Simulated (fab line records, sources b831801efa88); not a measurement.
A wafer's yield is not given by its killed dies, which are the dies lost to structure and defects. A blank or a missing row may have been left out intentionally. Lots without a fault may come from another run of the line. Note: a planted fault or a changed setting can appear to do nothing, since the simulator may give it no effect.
fab line records :: flow sky130 :: part 2 of 2: steps 28 to 39 of 39
record:
  lots: 5
  wafers: 15
  last-day: 50
route steps=708 shown LDD_LDN@292 SPACER@304 POLY_CUT@307 SD_P@320
lots with no fault: from the same line, run without faults
start-h: the number of hours between the record's first day and the start of the first shown wafer of the lot :: wait-h: how many hours have passed since the lot's step before this one :: " repeats the value in the row above :: L1.1+2: a row that stands for several wafers :: - value missing, or start not given :: * or withheld: withheld :: < > ~ a bound
route shown NAME@n: a module of which the file shows steps, and the number in the route of the first :: usual: mean/standard deviation of fault-free wafers :: same: alike in all rows :: chamber/n: place in a boat :: sites: each site's reading :: _std_site: how widely they spread, as a standard deviation :: _edge_site: mean of outer sites minus mean of inner sites :: radius-mm: how far each site lies from the wafer's centre :: mask NAME#n: copy n :: behind: the last tool/chamber to shape the wafer :: hold: what put the lot on hold/how long, in hours/how the hold closed :: device: transistor that didn't switch, given as n, p or np :: end of line: the route-end tests of the same wafers :: a step given without rows: its recipe and nothing more :: killed: dies that structure and defects cost at the first sort, which is not the same as the wafer's yield :: map: per-die view of a wafer (x killed, . not killed, _ where there is no die)
set.NAME: setting as actually run; set.NAME@STEP: the setting as run at that earlier step :: model.NAME: the simulator's own value behind a step, which no gauge read
lots at selected steps of the route; one table per step, one row per wafer
services: the hour from which a tool's chamber was out of use, counted from the record's first day as start-h (under 0 if before that day), plus the number of hours and why
== steps ==
step: SKY_POLY_CUT_STRIP_12
recipe:
  chemistry: O2/N2
  power-w: 1400
  pressure-mtorr: 1500
  platen-temp-c: withheld
  o2-flow-sccm: 3000
  n2-flow-sccm: 300
  overash-fraction: 0.5
usual:
  chamber-pressure-mTorr: 1499.8/1.3
  drypump-motor-current-A: 6.3/0.4
  oes-product-au: 0.452/0.0044
  strip-time-to-endpoint-s: 5.352/0.017
lot.wafer: L077.4
tool: plasma-asher-03
chamber: 1
start-h: 607.45
wait-h: 0.0
chamber-pressure-mTorr: 1499.3
drypump-motor-current-A: 6.8
oes-product-au: 0.440
rf-hours-counter-h: -
strip-time-to-endpoint-s: 5.359

lot.wafer: L077.5
tool: plasma-asher-03
chamber: 0
start-h: 607.45
wait-h: 0.0
chamber-pressure-mTorr: 1498.9
drypump-motor-current-A: 5.9
oes-product-au: 0.454
rf-hours-counter-h: -
strip-time-to-endpoint-s: 5.344

lot.wafer: L077.6
tool: plasma-asher-03
chamber: 1
start-h: 607.45
wait-h: 0.0
chamber-pressure-mTorr: 1500.2
drypump-motor-current-A: 6.8
oes-product-au: 0.447
rf-hours-counter-h: -
strip-time-to-endpoint-s: 5.362

lot.wafer: L080.1
tool: plasma-asher-04
chamber: 1
start-h: 636.74
wait-h: 0.0
chamber-pressure-mTorr: 1500.9
drypump-motor-current-A: 6.3
oes-product-au: 0.442
rf-hours-counter-h: 95
strip-time-to-endpoint-s: 5.364

lot.wafer: L080.2
tool: plasma-asher-04
chamber: 0
start-h: 636.74
wait-h: 0.0
chamber-pressure-mTorr: 1499.2
drypump-motor-current-A: 6.5
oes-product-au: 0.453
rf-hours-counter-h: 95
strip-time-to-endpoint-s: 5.360

lot.wafer: L080.5
tool: plasma-asher-04
chamber: 1
start-h: 636.74
wait-h: 0.0
chamber-pressure-mTorr: 1499.8
drypump-motor-current-A: 6.3
oes-product-au: 0.450
rf-hours-counter-h: -
strip-time-to-endpoint-s: 5.353

lot.wafer: L085.1
tool: plasma-asher-04
chamber: 0
start-h: 679.12
wait-h: 0.0
chamber-pressure-mTorr: 1499.8
drypump-motor-current-A: 6.5
oes-product-au: 0.452
rf-hours-counter-h: 99
strip-time-to-endpoint-s: 5.348

lot.wafer: L085.4
tool: plasma-asher-04
chamber: 1
start-h: 679.12
wait-h: 0.0
chamber-pressure-mTorr: 1499.9
drypump-motor-current-A: 6.3
oes-product-au: 0.447
rf-hours-counter-h: -
strip-time-to-endpoint-s: 5.361

lot.wafer: L085.6
tool: plasma-asher-04
chamber: 0
start-h: 679.12
wait-h: 0.0
chamber-pressure-mTorr: 1498.3
drypump-motor-current-A: 6.5
oes-product-au: 0.449
rf-hours-counter-h: -
strip-time-to-endpoint-s: 5.352

lot.wafer: L090.1
tool: plasma-asher-02
chamber: 1
start-h: 715.06
wait-h: 0.0
chamber-pressure-mTorr: 1501.1
drypump-motor-current-A: 5.9
oes-product-au: 0.459
rf-hours-counter-h: 27
strip-time-to-endpoint-s: 5.358

lot.wafer: L090.2
tool: plasma-asher-02
chamber: 0
start-h: 715.06
wait-h: 0.0
chamber-pressure-mTorr: 1499.5
drypump-motor-current-A: 5.5
oes-product-au: 0.448
rf-hours-counter-h: 27
strip-time-to-endpoint-s: 5.364

lot.wafer: L090.6
tool: plasma-asher-02
chamber: 0
start-h: 715.06
wait-h: 0.0
chamber-pressure-mTorr: 1500.2
drypump-motor-current-A: 5.5
oes-product-au: 0.454
rf-hours-counter-h: -
strip-time-to-endpoint-s: 5.366

lot.wafer: L094.1
tool: plasma-asher-03
chamber: 0
start-h: 738.16
wait-h: 0.0
chamber-pressure-mTorr: 1498.3
drypump-motor-current-A: 5.9
oes-product-au: 0.456
rf-hours-counter-h: 92
strip-time-to-endpoint-s: 5.345

lot.wafer: L094.3
tool: plasma-asher-03
chamber: 0
start-h: 738.16
wait-h: 0.0
chamber-pressure-mTorr: 1500.5
drypump-motor-current-A: 5.9
oes-product-au: 0.456
rf-hours-counter-h: -
strip-time-to-endpoint-s: 5.372

lot.wafer: L094.6
tool: plasma-asher-03
chamber: 0
start-h: 738.16
wait-h: 0.0
chamber-pressure-mTorr: 1501.4
drypump-motor-current-A: 5.9
oes-product-au: 0.455
rf-hours-counter-h: -
strip-time-to-endpoint-s: 5.371
step: SKY_SD_P_DEHYDRATE_00
recipe:
  temp-c: 200
  time-s: 60
lot.wafer: L077.4+5+6
tool: litho-track-01
chamber: 0
start-h: 621.18
wait-h: 13.7

lot.wafer: L080.1+2+5
tool: litho-track-02
chamber: 0
start-h: 650.82
wait-h: 14.0

lot.wafer: L085.1+4+6
tool: litho-track-01
chamber: 0
start-h: 692.96
wait-h: 13.8

lot.wafer: L090.1+2+6
tool: litho-track-03
chamber: 0
start-h: 728.73
wait-h: 13.6

lot.wafer: L094.1+3+6
tool: litho-track-03
chamber: 0
start-h: 752.58
wait-h: 14.4
step: SKY_SD_P_HMDS_01
recipe:
  prime-time-s: 60
  prime-temp-c: 120
same:
  prime-time-s: 60
lot.wafer: L077.4+5+6
tool: litho-track-01
chamber: 0
start-h: 621.33
wait-h: 0.1

lot.wafer: L080.1+2+5
tool: litho-track-02
chamber: 0
start-h: 650.97
wait-h: 0.1

lot.wafer: L085.1+4+6
tool: litho-track-01
chamber: 0
start-h: 693.11
wait-h: 0.1

lot.wafer: L090.1+2+6
tool: litho-track-03
chamber: 0
start-h: 728.88
wait-h: 0.1

lot.wafer: L094.1+3+6
tool: litho-track-03
chamber: 0
start-h: 752.73
wait-h: 0.1
step: SKY_SD_P_COAT_02
recipe:
  resist: NOVOLAK
  spin-rpm: 3000
  resist-thk-nm: 1140
lot.wafer: L077.4+5+6
tool: litho-track-01
chamber: 0
start-h: 621.48
wait-h: 0.1

lot.wafer: L080.1+2+5
tool: litho-track-02
chamber: 0
start-h: 651.12
wait-h: 0.1

lot.wafer: L085.1+4+6
tool: litho-track-01
chamber: 0
start-h: 693.26
wait-h: 0.1

lot.wafer: L090.1+2+6
tool: litho-track-03
chamber: 0
start-h: 729.03
wait-h: 0.1

lot.wafer: L094.1+3+6
tool: litho-track-03
chamber: 0
start-h: 752.88
wait-h: 0.1
step: SKY_SD_P_SOFTBAKE_03
recipe:
  temp-c: 90
  time-s: 60
  resist: NOVOLAK
lot.wafer: L077.4+5+6
tool: litho-track-01
chamber: 0
start-h: 621.63
wait-h: 0.1

lot.wafer: L080.1+2+5
tool: litho-track-02
chamber: 0
start-h: 651.27
wait-h: 0.1

lot.wafer: L085.1+4+6
tool: litho-track-01
chamber: 0
start-h: 693.41
wait-h: 0.1

lot.wafer: L090.1+2+6
tool: litho-track-03
chamber: 0
start-h: 729.18
wait-h: 0.1

lot.wafer: L094.1+3+6
tool: litho-track-03
chamber: 0
start-h: 753.03
wait-h: 0.1
step: SKY_SD_P_EXPOSE_04
recipe:
  mask-id: PSDM
  na: 0.6
  source-shape: conventional
  sigma-outer: 0.6
  polarization: unpolarized
  target-cd-nm: 380
  dose-mj: 138
usual:
  reticle-temp-C: 22.98/0.099
lot.wafer: L077.4
tool: iline-stepper-02
chamber: 0
start-h: -
wait-h: -
mask: PSDM#0
reticle-temp-C: 22.90

lot.wafer: L077.5
tool: iline-stepper-02
chamber: 0
start-h: -
wait-h: -
mask: PSDM#0
reticle-temp-C: 23.09

lot.wafer: L077.6
tool: iline-stepper-02
chamber: 0
start-h: -
wait-h: -
mask: PSDM#0
reticle-temp-C: 23.06

lot.wafer: L080.1
tool: iline-stepper-02
chamber: 0
start-h: -
wait-h: -
mask: PSDM#0
reticle-temp-C: 23.00

lot.wafer: L080.2
tool: iline-stepper-02
chamber: 0
start-h: -
wait-h: -
mask: PSDM#0
reticle-temp-C: 22.97

lot.wafer: L080.5
tool: iline-stepper-02
chamber: 0
start-h: -
wait-h: -
mask: PSDM#0
reticle-temp-C: 23.08

lot.wafer: L085.1
tool: iline-stepper-02
chamber: 0
start-h: -
wait-h: -
mask: PSDM#0
reticle-temp-C: 23.01

lot.wafer: L085.4
tool: iline-stepper-02
chamber: 0
start-h: -
wait-h: -
mask: PSDM#0
reticle-temp-C: 23.05

lot.wafer: L085.6
tool: iline-stepper-02
chamber: 0
start-h: -
wait-h: -
mask: PSDM#0
reticle-temp-C: 23.03

lot.wafer: L090.1
tool: iline-stepper-02
chamber: 0
start-h: -
wait-h: -
mask: PSDM#0
reticle-temp-C: 22.99

lot.wafer: L090.2
tool: iline-stepper-02
chamber: 0
start-h: -
wait-h: -
mask: PSDM#0
reticle-temp-C: 22.96

lot.wafer: L090.6
tool: iline-stepper-02
chamber: 0
start-h: -
wait-h: -
mask: PSDM#0
reticle-temp-C: 22.99

lot.wafer: L094.1
tool: iline-stepper-02
chamber: 0
start-h: -
wait-h: -
mask: PSDM#0
reticle-temp-C: 22.94

lot.wafer: L094.3
tool: iline-stepper-02
chamber: 0
start-h: -
wait-h: -
mask: PSDM#0
reticle-temp-C: 22.89

lot.wafer: L094.6
tool: iline-stepper-02
chamber: 0
start-h: -
wait-h: -
mask: PSDM#0
reticle-temp-C: 22.87
step: SKY_SD_P_PEB_05
recipe:
  temp-c: withheld
  time-s: *
  resist: NOVOLAK
lot.wafer: L077.4+5+6
tool: litho-track-02
chamber: 0
start-h: -
wait-h: -

lot.wafer: L080.1+2+5
tool: litho-track-03
chamber: 0
start-h: -
wait-h: -

lot.wafer: L085.1+4+6
tool: litho-track-02
chamber: 0
start-h: -
wait-h: -

lot.wafer: L090.1+2+6
tool: litho-track-02
chamber: 0
start-h: -
wait-h: -

lot.wafer: L094.1+3+6
tool: litho-track-01
chamber: 0
start-h: -
wait-h: -
step: SKY_SD_P_DEVELOP_06
recipe:
  resist: NOVOLAK
  developer: TMAH
  develop-time-s: 60
  dev-temp-c: 23
usual:
  developer-temp-C: 22.98/0.093
lot.wafer: L077.4
tool: litho-track-02
chamber: 0
start-h: 636.20
wait-h: 0.1
developer-temp-C: 23.08

lot.wafer: L077.5
tool: litho-track-02
chamber: 0
start-h: 636.20
wait-h: 0.1
developer-temp-C: 23.15

lot.wafer: L077.6
tool: litho-track-02
chamber: 0
start-h: 636.20
wait-h: 0.1
developer-temp-C: 22.93

lot.wafer: L080.1
tool: litho-track-03
chamber: 0
start-h: 666.18
wait-h: 0.1
developer-temp-C: 22.98

lot.wafer: L080.2
tool: litho-track-03
chamber: 0
start-h: 666.18
wait-h: 0.1
developer-temp-C: 23.09

lot.wafer: L080.5
tool: litho-track-03
chamber: 0
start-h: 666.18
wait-h: 0.1
developer-temp-C: 22.89

lot.wafer: L085.1
tool: litho-track-02
chamber: 0
start-h: 707.62
wait-h: 0.1
developer-temp-C: 23.04

lot.wafer: L085.4
tool: litho-track-02
chamber: 0
start-h: 707.62
wait-h: 0.1
developer-temp-C: 23.03

lot.wafer: L085.6
tool: litho-track-02
chamber: 0
start-h: 707.62
wait-h: 0.1
developer-temp-C: 23.06

lot.wafer: L090.1
tool: litho-track-02
chamber: 0
start-h: 741.67
wait-h: 0.1
developer-temp-C: 23.04

lot.wafer: L090.2
tool: litho-track-02
chamber: 0
start-h: 741.67
wait-h: 0.1
developer-temp-C: 22.93

lot.wafer: L090.6
tool: litho-track-02
chamber: 0
start-h: 741.67
wait-h: 0.1
developer-temp-C: 22.92

lot.wafer: L094.1
tool: litho-track-01
chamber: 0
start-h: 766.91
wait-h: 0.1
developer-temp-C: 22.96

lot.wafer: L094.3
tool: litho-track-01
chamber: 0
start-h: 766.91
wait-h: 0.1
developer-temp-C: 22.88

lot.wafer: L094.6
tool: litho-track-01
chamber: 0
start-h: 766.91
wait-h: 0.1
developer-temp-C: 22.79
step: SKY_SD_P_CD_MEAS_07
recipe:
  target-cd-nm: 380
usual:
  cd-nm: 379/3
lot.wafer: L077.4
tool: cd-sem-01
chamber: -
start-h: 636.33
wait-h: 0.1
cd-nm: 375

lot.wafer: L077.5
tool: cd-sem-01
chamber: -
start-h: 636.33
wait-h: 0.1
cd-nm: 379

lot.wafer: L077.6
tool: cd-sem-01
chamber: -
start-h: 636.33
wait-h: 0.1
cd-nm: 375

lot.wafer: L080.1
tool: cd-sem-01
chamber: -
start-h: 666.33
wait-h: 0.1
cd-nm: 378

lot.wafer: L080.2
tool: cd-sem-01
chamber: -
start-h: 666.33
wait-h: 0.1
cd-nm: 379

lot.wafer: L080.5
tool: cd-sem-01
chamber: -
start-h: 666.33
wait-h: 0.1
cd-nm: 378

lot.wafer: L085.1
tool: cd-sem-02
chamber: -
start-h: 707.77
wait-h: 0.1
cd-nm: 377

lot.wafer: L085.4
tool: cd-sem-02
chamber: -
start-h: 707.77
wait-h: 0.1
cd-nm: 379

lot.wafer: L085.6
tool: cd-sem-02
chamber: -
start-h: 707.77
wait-h: 0.1
cd-nm: 379

lot.wafer: L090.1
tool: cd-sem-02
chamber: -
start-h: 741.82
wait-h: 0.1
cd-nm: 380

lot.wafer: L090.2
tool: cd-sem-02
chamber: -
start-h: 741.82
wait-h: 0.1
cd-nm: 377

lot.wafer: L090.6
tool: cd-sem-02
chamber: -
start-h: 741.82
wait-h: 0.1
cd-nm: 380

lot.wafer: L094.1
tool: cd-sem-02
chamber: -
start-h: 767.06
wait-h: 0.1
cd-nm: 378

lot.wafer: L094.3
tool: cd-sem-02
chamber: -
start-h: 767.06
wait-h: 0.1
cd-nm: 377

lot.wafer: L094.6
tool: cd-sem-02
chamber: -
start-h: 767.06
wait-h: 0.1
cd-nm: 376
step: SKY_SD_P_OVL_MEAS_08
usual:
  SD_P_OVL: -1.8/1.2
lot.wafer: L077.4
tool: overlay-01
chamber: -
start-h: 636.41
wait-h: 0.1
SD_P_OVL[nm]: -1.1

lot.wafer: L077.5
tool: overlay-01
chamber: -
start-h: 636.41
wait-h: 0.1
SD_P_OVL[nm]: -0.5

lot.wafer: L077.6
tool: overlay-01
chamber: -
start-h: 636.41
wait-h: 0.1
SD_P_OVL[nm]: -0.6

lot.wafer: L080.1
tool: overlay-02
chamber: -
start-h: 666.45
wait-h: 0.1
SD_P_OVL[nm]: -2.1

lot.wafer: L080.2
tool: overlay-02
chamber: -
start-h: 666.45
wait-h: 0.1
SD_P_OVL[nm]: -4.6

lot.wafer: L080.5
tool: overlay-02
chamber: -
start-h: 666.45
wait-h: 0.1
SD_P_OVL[nm]: -4.3

lot.wafer: L085.1
tool: overlay-02
chamber: -
start-h: 707.89
wait-h: 0.1
SD_P_OVL[nm]: -0.2

lot.wafer: L085.4
tool: overlay-02
chamber: -
start-h: 707.89
wait-h: 0.1
SD_P_OVL[nm]: -0.3

lot.wafer: L085.6
tool: overlay-02
chamber: -
start-h: 707.89
wait-h: 0.1
SD_P_OVL[nm]: -1.3

lot.wafer: L090.1
tool: overlay-01
chamber: -
start-h: 741.94
wait-h: 0.1
SD_P_OVL[nm]: -3.9

lot.wafer: L090.2
tool: overlay-01
chamber: -
start-h: 741.94
wait-h: 0.1
SD_P_OVL[nm]: -3.5

lot.wafer: L090.6
tool: overlay-01
chamber: -
start-h: 741.94
wait-h: 0.1
SD_P_OVL[nm]: -3.5

lot.wafer: L094.1
tool: overlay-02
chamber: -
start-h: 767.18
wait-h: 0.1
SD_P_OVL[nm]: -1.5

lot.wafer: L094.3
tool: overlay-02
chamber: -
start-h: 767.18
wait-h: 0.1
SD_P_OVL[nm]: -2.0

lot.wafer: L094.6
tool: overlay-02
chamber: -
start-h: 767.18
wait-h: 0.1
SD_P_OVL[nm]: -2.8
step: SKY_SD_P_IMPLANT_09
recipe:
  species: BF2
  energy-kev: 20
  dose-cm2: 3e+15
  tilt-deg: 0
lot.wafer: L077.4+5+6
tool: implanter-02
chamber: 0
start-h: 636.50
wait-h: 0.1

lot.wafer: L080.1+2+5
tool: implanter-01
chamber: 0
start-h: 666.49
wait-h: 0.0

lot.wafer: L085.1+4+6
tool: implanter-01
chamber: 0
start-h: 707.93
wait-h: 0.0

lot.wafer: L090.1+2+6
tool: implanter-02
chamber: 0
start-h: 741.98
wait-h: 0.0

lot.wafer: L094.1+3+6
tool: implanter-02
chamber: 0
start-h: 767.21
wait-h: 0.0
step: SKY_SD_P_STRIP_10
recipe:
  chemistry: O2/N2
  power-w: 1400
  pressure-mtorr: 1500
  platen-temp-c: withheld
  o2-flow-sccm: 3000
  n2-flow-sccm: 300
  overash-fraction: 0.5
usual:
  chamber-pressure-mTorr: 1500.1/1.2
  drypump-motor-current-A: 5.7/0.42
  oes-product-au: 0.617/0.0044
  strip-time-to-endpoint-s: 17.49/0.042
lot.wafer: L077.4
tool: plasma-asher-02
chamber: 1
start-h: 636.61
wait-h: 0.1
chamber-pressure-mTorr: 1498.4
drypump-motor-current-A: 5.9
oes-product-au: 0.620
rf-hours-counter-h: -
strip-time-to-endpoint-s: 17.59

lot.wafer: L077.5
tool: plasma-asher-02
chamber: 1
start-h: 636.61
wait-h: 0.1
chamber-pressure-mTorr: 1499.3
drypump-motor-current-A: 5.9
oes-product-au: 0.618
rf-hours-counter-h: -
strip-time-to-endpoint-s: 17.55

lot.wafer: L077.6
tool: plasma-asher-02
chamber: 0
start-h: 636.61
wait-h: 0.1
chamber-pressure-mTorr: 1499.9
drypump-motor-current-A: 5.5
oes-product-au: 0.612
rf-hours-counter-h: -
strip-time-to-endpoint-s: 17.60

lot.wafer: L080.1
tool: plasma-asher-02
chamber: 0
start-h: 666.64
wait-h: 0.1
chamber-pressure-mTorr: 1499.0
drypump-motor-current-A: 5.5
oes-product-au: 0.621
rf-hours-counter-h: 22
strip-time-to-endpoint-s: 17.48

lot.wafer: L080.2
tool: plasma-asher-02
chamber: 1
start-h: 666.64
wait-h: 0.1
chamber-pressure-mTorr: 1499.7
drypump-motor-current-A: 5.9
oes-product-au: 0.619
rf-hours-counter-h: 22
strip-time-to-endpoint-s: 17.48

lot.wafer: L080.5
tool: plasma-asher-02
chamber: 1
start-h: 666.64
wait-h: 0.1
chamber-pressure-mTorr: 1499.8
drypump-motor-current-A: 5.9
oes-product-au: 0.623
rf-hours-counter-h: -
strip-time-to-endpoint-s: 17.49

lot.wafer: L085.1
tool: plasma-asher-01
chamber: 0
start-h: 708.08
wait-h: 0.1
chamber-pressure-mTorr: 1502.2
drypump-motor-current-A: 5.1
oes-product-au: 0.605
rf-hours-counter-h: 59
strip-time-to-endpoint-s: 17.43

lot.wafer: L085.4
tool: plasma-asher-01
chamber: 0
start-h: 708.08
wait-h: 0.1
chamber-pressure-mTorr: 1498.8
drypump-motor-current-A: 5.1
oes-product-au: 0.618
rf-hours-counter-h: -
strip-time-to-endpoint-s: 17.44

lot.wafer: L085.6
tool: plasma-asher-01
chamber: 1
start-h: 708.08
wait-h: 0.1
chamber-pressure-mTorr: 1500.5
drypump-motor-current-A: 5.6
oes-product-au: 0.617
rf-hours-counter-h: -
strip-time-to-endpoint-s: 17.44

lot.wafer: L090.1
tool: plasma-asher-02
chamber: 0
start-h: 742.13
wait-h: 0.1
chamber-pressure-mTorr: 1498.6
drypump-motor-current-A: 5.5
oes-product-au: 0.623
rf-hours-counter-h: 29
strip-time-to-endpoint-s: 17.52

lot.wafer: L090.2
tool: plasma-asher-02
chamber: 1
start-h: 742.13
wait-h: 0.1
chamber-pressure-mTorr: 1500.1
drypump-motor-current-A: 6.0
oes-product-au: 0.624
rf-hours-counter-h: 29
strip-time-to-endpoint-s: 17.53

lot.wafer: L090.6
tool: plasma-asher-02
chamber: 1
start-h: 742.13
wait-h: 0.1
chamber-pressure-mTorr: 1500.8
drypump-motor-current-A: 5.9
oes-product-au: 0.614
rf-hours-counter-h: -
strip-time-to-endpoint-s: 17.48

lot.wafer: L094.1
tool: plasma-asher-02
chamber: 1
start-h: 767.36
wait-h: 0.1
chamber-pressure-mTorr: 1498.1
drypump-motor-current-A: 5.9
oes-product-au: 0.618
rf-hours-counter-h: 32
strip-time-to-endpoint-s: 17.47

lot.wafer: L094.3
tool: plasma-asher-02
chamber: 1
start-h: 767.36
wait-h: 0.1
chamber-pressure-mTorr: 1498.1
drypump-motor-current-A: 5.9
oes-product-au: 0.620
rf-hours-counter-h: -
strip-time-to-endpoint-s: 17.52

lot.wafer: L094.6
tool: plasma-asher-02
chamber: 0
start-h: 767.36
wait-h: 0.1
chamber-pressure-mTorr: 1500.4
drypump-motor-current-A: 5.5
oes-product-au: 0.618
rf-hours-counter-h: -
strip-time-to-endpoint-s: 17.46
== services ==
tool: iline-stepper-02
chamber: -
start-h: 549.62
hours: 1.7
kind: pm

tool: implanter-04
chamber: -
start-h: 559.85
hours: 2.7
kind: repair

tool: rie-diel-03
chamber: -
start-h: 567.00
hours: 14.6
kind: pm

tool: lpcvd-02
chamber: -
start-h: 602.63
hours: 2.8
kind: pm

tool: rie-diel-03
chamber: 0
start-h: 606.53
hours: 6.6
kind: repair

tool: plasma-asher-04
chamber: -
start-h: 624.04
hours: 1.3
kind: repair

tool: rie-diel-03
chamber: 1
start-h: 637.86
hours: 1.7
kind: repair

tool: implanter-04
chamber: -
start-h: 641.97
hours: 1.2
kind: repair

tool: implanter-03
chamber: -
start-h: 645.58
hours: 4.7
kind: repair

tool: plasma-asher-04
chamber: -
start-h: 650.11
hours: 0.3
kind: repair

tool: implanter-03
chamber: -
start-h: 658.72
hours: 1.6
kind: repair

tool: implanter-04
chamber: -
start-h: 673.62
hours: 3.3
kind: pm

tool: plasma-asher-04
chamber: -
start-h: 679.44
hours: 2.8
kind: pm

tool: rie-diel-03
chamber: 2
start-h: 682.70
hours: 3.8
kind: repair

tool: implanter-03
chamber: -
start-h: 695.74
hours: 4.5
kind: pm

tool: implanter-04
chamber: -
start-h: 706.53
hours: 3.0
kind: repair

tool: plasma-asher-02
chamber: -
start-h: 719.50
hours: 9.1
kind: repair

tool: rie-diel-03
chamber: 1
start-h: 719.52
hours: 4.5
kind: repair

tool: implanter-03
chamber: -
start-h: 721.31
hours: 2.1
kind: repair

tool: implanter-01
chamber: -
start-h: 722.34
hours: 4.1
kind: pm

tool: implanter-01
chamber: -
start-h: 743.99
hours: 5.7
kind: repair

tool: rie-diel-03
chamber: 1
start-h: 754.83
hours: 3.0
kind: repair

tool: implanter-04
chamber: -
start-h: 757.68
hours: 4.0
kind: repair

tool: implanter-04
chamber: -
start-h: 763.54
hours: 2.2
kind: pm
